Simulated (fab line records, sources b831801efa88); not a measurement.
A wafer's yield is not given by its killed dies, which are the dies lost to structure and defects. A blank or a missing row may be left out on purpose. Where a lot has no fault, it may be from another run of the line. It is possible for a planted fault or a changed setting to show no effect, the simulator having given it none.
The tool behind it: which one? | flow sky130 | 13 lots (39 wafers sampled), 1 step of a 708-step route

## WHAT THE GAUGES READ, wafer by wafer
SKY_NWELL_TW_MEAS_15. Usual: NWELL_TW 1816, standard deviation 20.
lot  | measured     | on            | NWELL_TW       | flag
L831 | day 4 17:47  | film_metro-02 | 1813 1800 1818 |
L833 | day 5 06:44  | film_metro-02 | 1810 1806 1807 |
L838 | day 6 12:50  | film_metro-04 | 1843 1841 1840 |
L841 | day 7 04:47  | film_metro-02 | 1803 1812 1813 |
L843 | day 7 16:03  | film_metro-02 | 1812 1826 1822 |
L845 | day 8 03:44  | film_metro-04 | 1822 1834 1829 |
L846 | day 8 11:29  | film_metro-04 | 1823 1830 1843 |
L848 | day 8 21:05  | film_metro-03 | 1808 1801 1801 |
L849 | day 9 05:20  | film_metro-02 | 1825 1831 1821 |
L850 | day 9 15:25  | film_metro-02 | 1836 1827 1827 |
L851 | day 9 21:30  | film_metro-04 | 1845 1840 1846 |
L852 | day 10 04:52 | film_metro-03 | 1804 1814 1807 |
L853 | day 10 05:23 | film_metro-04 | 1817 1818 1825 |

## WHICH TOOL RAN EACH LOT (tool, then ch and the chambers of the sampled wafers, then the start)
No process step before these readings appears in the record.

## AS READ BY THE TOOLS THEMSELVES (means over the sampled wafers that have a number; for cases with no such wafer, the mark the record gives instead)
The record holds no such reading with a usual standard deviation.

## THE ANSWER, worked out from the rows above alone
Rule: a lot is off if the mean of its wafers that have a number lies more than 3 standard deviations from the usual mean. A lot without any number at a reading at which 4 lots or more have one is off too. Where the step has rows for the other lots, those lots are counted as sound. After the gauges, taken in route order, come the tools' own readings; for these a lot's mean is taken, as printed above. At the first step where some lot is off, the reading lying furthest off is the one used; lots without a number count as furthest.
Nothing can be told from this: no lot is off at any reading shown.

## WHAT WAS PUT IN BY THE SIMULATOR
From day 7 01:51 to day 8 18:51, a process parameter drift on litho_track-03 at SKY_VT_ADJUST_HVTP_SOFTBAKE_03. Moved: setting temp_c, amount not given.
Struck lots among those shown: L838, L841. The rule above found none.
